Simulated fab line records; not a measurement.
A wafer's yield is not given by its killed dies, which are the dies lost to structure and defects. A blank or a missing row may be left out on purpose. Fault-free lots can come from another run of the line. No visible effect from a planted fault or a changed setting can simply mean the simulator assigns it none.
A lot that was struck, set against a sound lot	flow sky130	14 steps out of a route of 708
Sound: wafers L118.1, L118.4, L118.6. Wafers L129.1, L129.2, L129.6 were the ones struck. The cause is given at the end.
Per side, at each step with rows, come the tool, then ch with its chambers, and then its first start. Under that, the readings that differ: sound wafers	struck wafers	difference of the means	sigmas: that difference in standard deviations of wafers without a fault.
alike: a reading whose means differ by less than 2 such deviations, as well as words and numbers matching on both sides. not compared: withheld readings; readings where some wafer has no value; bounds like >300 that might hide an equal value; numbers whose values overlap and for which the record gives no deviation.
The two part at a step that has a row with sigmas, a row that says differs or no value, or rows on one side only. Numbers that don't overlap but have no deviation are shown without sigmas and don't part them. Lack of a reading on every wafer of one side parts them only where that side has two or more wafers.

first, 6 steps without rows for these wafers: SKY_LDD_N_IMPLANT_10; SKY_LDD_N_IMPLANT_11; SKY_LDD_N_IMPLANT_12; SKY_LDD_N_IMPLANT_13; SKY_LDD_N_IMPLANT_14; SKY_LDD_N_IMPLANT_15.
SKY_LDD_N_STRIP_16: strips in O2/N2.
  sound on plasma-asher-02 ch 0,1, day 20 04:00; struck on plasma-asher-02 ch 0,1, day 23 18:15
  alike: drypump-motor-current-A, o2-flow-sccm, oes-product-au, strip-time-to-endpoint-s
  not compared: rf-hours-counter-h
SKY_LDD_N_TW_MEAS_17:
  sound on film-metro-02 at day 20 04:06; struck on film-metro-04 at day 23 18:21
  alike: LDD_N_TW
then, 4 steps without rows for these wafers: SKY_LDD_P_DEHYDRATE_00 (time 60 s); SKY_LDD_P_HMDS_01 (prime time 60 s); SKY_LDD_P_COAT_02 (resist thk 1140 nm); SKY_LDD_P_SOFTBAKE_03 (time 60 s).
SKY_LDD_P_EXPOSE_04: exposes mask PSDM, target cd 380 nm.
  struck on iline-stepper-01, day 24 09:26; sound on iline-stepper-02 ch 0, day 20 19:07
  no value came back on the struck wafers for exposure-dose-mJ-cm2, focus-offset-nm (nm); on the sound wafers exposure-dose-mJ-cm2 reads 138.00 137.82 137.98
  alike: mask
after that, 1 step had no rows for these wafers: SKY_LDD_P_PEB_05.

## WHERE THEY PART
At SKY_LDD_P_EXPOSE_04 and nowhere else, as far as this record goes.

WHY: what the simulator had put in
Step skipped in full: iline-stepper-01, at SKY_LDD_P_EXPOSE_04, from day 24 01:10 onward. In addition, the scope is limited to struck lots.
